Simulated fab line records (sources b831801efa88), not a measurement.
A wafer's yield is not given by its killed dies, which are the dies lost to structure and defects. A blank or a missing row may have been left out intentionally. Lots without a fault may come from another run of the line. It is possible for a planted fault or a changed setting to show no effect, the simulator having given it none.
Which tool is to blame? || flow gf180mcu || 39 wafers from 13 lots sampled at 6 of the route's 602 steps

## WHAT EACH GAUGE READ, for each wafer
GF_HV_LDD_CD_MEAS_46: target cd 400 nm. Usual: cd_nm at 399.9 nm, with a standard deviation of 2.6.
{"lot": "L537", "measured": "day 12 09:37", "on": "cd_sem-01", "cd_nm (nm)": "395.0 395.2 395.8", "flag": ""}
{"lot": "L540", "measured": "day 13 13:33", "on": "cd_sem-01", "cd_nm (nm)": "396.9 399.2 399.2", "flag": ""}
{"lot": "L546", "measured": "day 15 06:01", "on": "cd_sem-01", "cd_nm (nm)": "400.1 402.0 399.0", "flag": ""}
{"lot": "L548", "measured": "day 16 02:41", "on": "cd_sem-01", "cd_nm (nm)": "404.1 405.1 405.8", "flag": ""}
{"lot": "L549", "measured": "day 16 05:57", "on": "cd_sem-02", "cd_nm (nm)": "400.6 401.9 400.3", "flag": ""}
{"lot": "L553", "measured": "day 17 16:36", "on": "cd_sem-01", "cd_nm (nm)": "401.5 400.0 400.7", "flag": ""}
{"lot": "L554", "measured": "day 18 05:13", "on": "cd_sem-01", "cd_nm (nm)": "400.4 397.7 399.2", "flag": ""}
{"lot": "L555", "measured": "day 18 12:53", "on": "cd_sem-02", "cd_nm (nm)": "404.3 399.5 403.7", "flag": ""}
{"lot": "L556", "measured": "day 18 18:46", "on": "cd_sem-02", "cd_nm (nm)": "402.0 402.9 400.5", "flag": ""}
{"lot": "L557", "measured": "day 19 04:19", "on": "cd_sem-02", "cd_nm (nm)": "399.8 398.7 400.1", "flag": ""}
{"lot": "L558", "measured": "day 19 07:33", "on": "cd_sem-01", "cd_nm (nm)": "398.6 395.7 397.7", "flag": ""}
{"lot": "L559", "measured": "day 20 01:43", "on": "cd_sem-01", "cd_nm (nm)": "398.0 399.6 399.2", "flag": ""}
{"lot": "L560", "measured": "day 20 10:42", "on": "cd_sem-02", "cd_nm (nm)": "401.3 401.8 401.5", "flag": ""}

GF_SAB_CD_MEAS_09: target cd 420 nm. Usual: cd_nm at 420.5 nm, with a standard deviation of 1.9.
{"lot": "L537", "measured": "day 15 03:04", "on": "cd_sem-02", "cd_nm (nm)": "419.2 421.1 419.5", "flag": ""}
{"lot": "L540", "measured": "day 16 10:02", "on": "cd_sem-02", "cd_nm (nm)": "417.4 416.3 417.1", "flag": ""}
{"lot": "L546", "measured": "day 18 06:30", "on": "cd_sem-02", "cd_nm (nm)": "422.1 418.4 420.4", "flag": ""}
{"lot": "L548", "measured": "day 19 04:32", "on": "cd_sem-01", "cd_nm (nm)": "417.8 419.5 419.6", "flag": ""}
{"lot": "L549", "measured": "day 19 08:28", "on": "cd_sem-02", "cd_nm (nm)": "421.4 422.3 419.5", "flag": ""}
{"lot": "L553", "measured": "day 20 21:02", "on": "cd_sem-02", "cd_nm (nm)": "420.1 422.0 418.8", "flag": ""}
{"lot": "L554", "measured": "day 21 09:53", "on": "cd_sem-02", "cd_nm (nm)": "420.4 419.3 419.2", "flag": ""}
{"lot": "L555", "measured": "day 21 18:01", "on": "cd_sem-02", "cd_nm (nm)": "421.0 422.0 423.0", "flag": ""}
{"lot": "L556", "measured": "day 21 23:33", "on": "cd_sem-02", "cd_nm (nm)": "419.4 419.1 418.6", "flag": ""}
{"lot": "L557", "measured": "day 22 08:46", "on": "cd_sem-01", "cd_nm (nm)": "421.6 422.0 422.4", "flag": ""}
{"lot": "L558", "measured": "day 22 13:10", "on": "cd_sem-02", "cd_nm (nm)": "421.3 418.9 418.7", "flag": ""}
{"lot": "L559", "measured": "day 23 05:03", "on": "cd_sem-02", "cd_nm (nm)": "423.0 423.0 419.8", "flag": ""}
{"lot": "L560", "measured": "day 23 12:11", "on": "cd_sem-01", "cd_nm (nm)": "422.4 421.1 424.5", "flag": ""}

GF_CONTACT_THK_MEAS_03. Usual: CONTACT_CVD_02_THK gives 862 nm (standard deviation 10).
{"lot": "L537", "measured": "day 15 04:16", "on": "film_metro-03", "CONTACT_CVD_02_THK (nm)": "858 866 865", "flag": ""}
{"lot": "L540", "measured": "day 16 11:13", "on": "film_metro-04", "CONTACT_CVD_02_THK (nm)": "854 839 865", "flag": ""}
{"lot": "L546", "measured": "day 18 07:46", "on": "film_metro-03", "CONTACT_CVD_02_THK (nm)": "1090 1107 1110", "flag": "OFF"}
{"lot": "L548", "measured": "day 19 05:42", "on": "film_metro-03", "CONTACT_CVD_02_THK (nm)": "1102 1107 1111", "flag": "OFF"}
{"lot": "L549", "measured": "day 19 09:40", "on": "film_metro-01", "CONTACT_CVD_02_THK (nm)": "863 865 857", "flag": ""}
{"lot": "L553", "measured": "day 20 22:22", "on": "film_metro-01", "CONTACT_CVD_02_THK (nm)": "867 862 844", "flag": ""}
{"lot": "L554", "measured": "day 21 11:05", "on": "film_metro-03", "CONTACT_CVD_02_THK (nm)": "849 863 872", "flag": ""}
{"lot": "L555", "measured": "day 21 19:16", "on": "film_metro-03", "CONTACT_CVD_02_THK (nm)": "851 861 870", "flag": ""}
{"lot": "L556", "measured": "day 22 00:46", "on": "film_metro-04", "CONTACT_CVD_02_THK (nm)": "859 856 878", "flag": ""}
{"lot": "L557", "measured": "day 22 09:57", "on": "film_metro-03", "CONTACT_CVD_02_THK (nm)": "856 872 873", "flag": ""}
{"lot": "L558", "measured": "day 22 14:22", "on": "film_metro-04", "CONTACT_CVD_02_THK (nm)": "854 863 870", "flag": ""}
{"lot": "L559", "measured": "day 23 06:16", "on": "film_metro-01", "CONTACT_CVD_02_THK (nm)": "877 856 865", "flag": ""}
{"lot": "L560", "measured": "day 23 13:25", "on": "film_metro-03", "CONTACT_CVD_02_THK (nm)": "860 872 860", "flag": ""}

GF_V1_THK_MEAS_25: measures by xrf. Usual: V1_W_THK gives 345 nm (standard deviation 4.8).
{"lot": "L537", "measured": "day 18 04:23", "on": "film_metro-02", "V1_W_THK (nm)": "350 348 342", "flag": ""}
{"lot": "L540", "measured": "day 19 14:32", "on": "film_metro-03", "V1_W_THK (nm)": "348 338 351", "flag": ""}
{"lot": "L546", "measured": "day 21 12:16", "on": "film_metro-01", "V1_W_THK (nm)": "345 343 345", "flag": ""}
{"lot": "L548", "measured": "day 22 10:53", "on": "film_metro-01", "V1_W_THK (nm)": "360 355 352", "flag": ""}
{"lot": "L549", "measured": "day 22 14:27", "on": "film_metro-01", "V1_W_THK (nm)": "354 354 351", "flag": ""}
{"lot": "L553", "measured": "day 24 00:23", "on": "film_metro-02", "V1_W_THK (nm)": "346 339 345", "flag": ""}
{"lot": "L554", "measured": "day 24 13:33", "on": "film_metro-02", "V1_W_THK (nm)": "342 346 341", "flag": ""}
{"lot": "L555", "measured": "day 24 19:37", "on": "film_metro-02", "V1_W_THK (nm)": "343 348 344", "flag": ""}
{"lot": "L556", "measured": "day 25 01:47", "on": "film_metro-01", "V1_W_THK (nm)": "353 348 355", "flag": ""}
{"lot": "L557", "measured": "day 25 09:36", "on": "film_metro-02", "V1_W_THK (nm)": "343 350 348", "flag": ""}
{"lot": "L558", "measured": "day 25 14:31", "on": "film_metro-02", "V1_W_THK (nm)": "338 338 345", "flag": ""}
{"lot": "L559", "measured": "day 26 04:11", "on": "film_metro-03", "V1_W_THK (nm)": "346 350 348", "flag": ""}
{"lot": "L560", "measured": "day 26 10:53", "on": "film_metro-03", "V1_W_THK (nm)": "344 343 347", "flag": ""}

## WHICH TOOL RAN EACH LOT (tool, then ch and the chambers of the sampled wafers, then the start)
{"lot": "L537", "GF_CONTACT_CVD_02": "pecvd-03 ch 0,2, day 15 04:11", "GF_CONTACT_CMP_04": "cmp-02 ch 0,3, day 15 04:19"}
{"lot": "L540", "GF_CONTACT_CVD_02": "pecvd-04 ch 1,2, day 16 11:09", "GF_CONTACT_CMP_04": "cmp-01 ch 1,2,3, day 16 11:20"}
{"lot": "L546", "GF_CONTACT_CVD_02": "pecvd-02 ch 0,1,2, day 18 07:41", "GF_CONTACT_CMP_04": "cmp-01 ch 1,2,3, day 18 07:49"}
{"lot": "L548", "GF_CONTACT_CVD_02": "pecvd-02 ch 0,1,2, day 19 05:38", "GF_CONTACT_CMP_04": "cmp-02 ch 0,1,2, day 19 05:50"}
{"lot": "L549", "GF_CONTACT_CVD_02": "pecvd-04 ch 1,2, day 19 09:35", "GF_CONTACT_CMP_04": "cmp-01 ch 0,2,3, day 19 09:52"}
{"lot": "L553", "GF_CONTACT_CVD_02": "pecvd-04 ch 0,1,2, day 20 22:17", "GF_CONTACT_CMP_04": "cmp-02 ch 0,1,2, day 20 22:34"}
{"lot": "L554", "GF_CONTACT_CVD_02": "pecvd-03 ch 0,2, day 21 11:01", "GF_CONTACT_CMP_04": "cmp-02 ch 0,1, day 21 11:08"}
{"lot": "L555", "GF_CONTACT_CVD_02": "pecvd-02 ch 0,1, day 21 19:11", "GF_CONTACT_CMP_04": "cmp-01 ch 0,3, day 21 19:19"}
{"lot": "L556", "GF_CONTACT_CVD_02": "pecvd-04 ch 1,2, day 22 00:41", "GF_CONTACT_CMP_04": "cmp-01 ch 1,3, day 22 00:49"}
{"lot": "L557", "GF_CONTACT_CVD_02": "pecvd-03 ch 0,1,2, day 22 09:52", "GF_CONTACT_CMP_04": "cmp-01 ch 1,2,3, day 22 10:05"}
{"lot": "L558", "GF_CONTACT_CVD_02": "pecvd-03 ch 0,1,2, day 22 14:18", "GF_CONTACT_CMP_04": "cmp-01 ch 1,2,3, day 22 14:26"}
{"lot": "L559", "GF_CONTACT_CVD_02": "pecvd-04 ch 0,1, day 23 06:11", "GF_CONTACT_CMP_04": "cmp-02 ch 0,1,3, day 23 06:19"}
{"lot": "L560", "GF_CONTACT_CVD_02": "pecvd-04 ch 0,2, day 23 13:20", "GF_CONTACT_CMP_04": "cmp-02 ch 1,2,3, day 23 13:28"}
- GF_CONTACT_CVD_02: deposits SiO2 from TEOS, target thk 860 nm, time 95.992 s.
- GF_CONTACT_CMP_04: polishes SiO2.

## WHAT THE TOOLS THEMSELVES READ (means of the sampled wafers that have a number; where no wafer has one, the mark that the record gives instead)
GF_CONTACT_CVD_02. Usual: heater_power_w at 653 W, with a standard deviation of 120.
{"lot": "L537", "tool": "pecvd-03", "heater_power_w (W)": 742, "flag": ""}
{"lot": "L540", "tool": "pecvd-04", "heater_power_w (W)": 573, "flag": ""}
{"lot": "L546", "tool": "pecvd-02", "heater_power_w (W)": 757, "flag": ""}
{"lot": "L548", "tool": "pecvd-02", "heater_power_w (W)": 695, "flag": ""}
{"lot": "L549", "tool": "pecvd-04", "heater_power_w (W)": 549, "flag": ""}
{"lot": "L553", "tool": "pecvd-04", "heater_power_w (W)": 595, "flag": ""}
{"lot": "L554", "tool": "pecvd-03", "heater_power_w (W)": 727, "flag": ""}
{"lot": "L555", "tool": "pecvd-02", "heater_power_w (W)": 733, "flag": ""}
{"lot": "L556", "tool": "pecvd-04", "heater_power_w (W)": 560, "flag": ""}
{"lot": "L557", "tool": "pecvd-03", "heater_power_w (W)": 658, "flag": ""}
{"lot": "L558", "tool": "pecvd-03", "heater_power_w (W)": 662, "flag": ""}
{"lot": "L559", "tool": "pecvd-04", "heater_power_w (W)": 628, "flag": ""}
{"lot": "L560", "tool": "pecvd-04", "heater_power_w (W)": 604, "flag": ""}

GF_CONTACT_CMP_04. Usual: motor_current_A 12.0 A, standard deviation 0.76; time_to_endpoint_s 113 s, standard deviation 5.3.
{"lot": "L537", "tool": "cmp-02", "motor_current_A (A)": 12.6, "time_to_endpoint_s (s)": 114, "flag": ""}
{"lot": "L540", "tool": "cmp-01", "motor_current_A (A)": 11.9, "time_to_endpoint_s (s)": 113, "flag": ""}
{"lot": "L546", "tool": "cmp-01", "motor_current_A (A)": 12.3, "time_to_endpoint_s (s)": 196, "flag": "OFF"}
{"lot": "L548", "tool": "cmp-02", "motor_current_A (A)": 12.1, "time_to_endpoint_s (s)": 207, "flag": "OFF"}
{"lot": "L549", "tool": "cmp-01", "motor_current_A (A)": 11.6, "time_to_endpoint_s (s)": 112, "flag": ""}
{"lot": "L553", "tool": "cmp-02", "motor_current_A (A)": 12.6, "time_to_endpoint_s (s)": 115, "flag": ""}
{"lot": "L554", "tool": "cmp-02", "motor_current_A (A)": 12.8, "time_to_endpoint_s (s)": 120, "flag": ""}
{"lot": "L555", "tool": "cmp-01", "motor_current_A (A)": 11.3, "time_to_endpoint_s (s)": 109, "flag": ""}
{"lot": "L556", "tool": "cmp-01", "motor_current_A (A)": 12.2, "time_to_endpoint_s (s)": 113, "flag": ""}
{"lot": "L557", "tool": "cmp-01", "motor_current_A (A)": 12.4, "time_to_endpoint_s (s)": 115, "flag": ""}
{"lot": "L558", "tool": "cmp-01", "motor_current_A (A)": 12.0, "time_to_endpoint_s (s)": 106, "flag": ""}
{"lot": "L559", "tool": "cmp-02", "motor_current_A (A)": 12.6, "time_to_endpoint_s (s)": 113, "flag": ""}
{"lot": "L560", "tool": "cmp-02", "motor_current_A (A)": 12.1, "time_to_endpoint_s (s)": 114, "flag": ""}

## THE ANSWER, worked out from the rows above alone
Rule: take the mean of a lot's wafers that have a number; if it is more than 3 standard deviations from the usual mean, the lot is off. Also off: a lot with no number at a reading for which 4 or more lots have one. The other lots that the step has rows for count as sound. First the gauges in route order, then the tools' own readings, where a lot's mean is used as printed above. At the first step where some lot is off, the reading lying furthest off is the one used; lots without a number count as furthest.
Off: at GF_CONTACT_THK_MEAS_03 (CONTACT_CVD_02_THK), L546, L548.
A tool fits if, at a process step before that reading, it ran every lot that is off, and no sound lot after the first of them. Not tried: the gauges at GF_CONTACT_THK_MEAS_03; whatever is off there is also off at GF_CONTACT_CMP_04, on other tools, and gauge error can't account for it. Not one of the candidates tried fits.

## WHAT THE SIMULATOR PUT IN
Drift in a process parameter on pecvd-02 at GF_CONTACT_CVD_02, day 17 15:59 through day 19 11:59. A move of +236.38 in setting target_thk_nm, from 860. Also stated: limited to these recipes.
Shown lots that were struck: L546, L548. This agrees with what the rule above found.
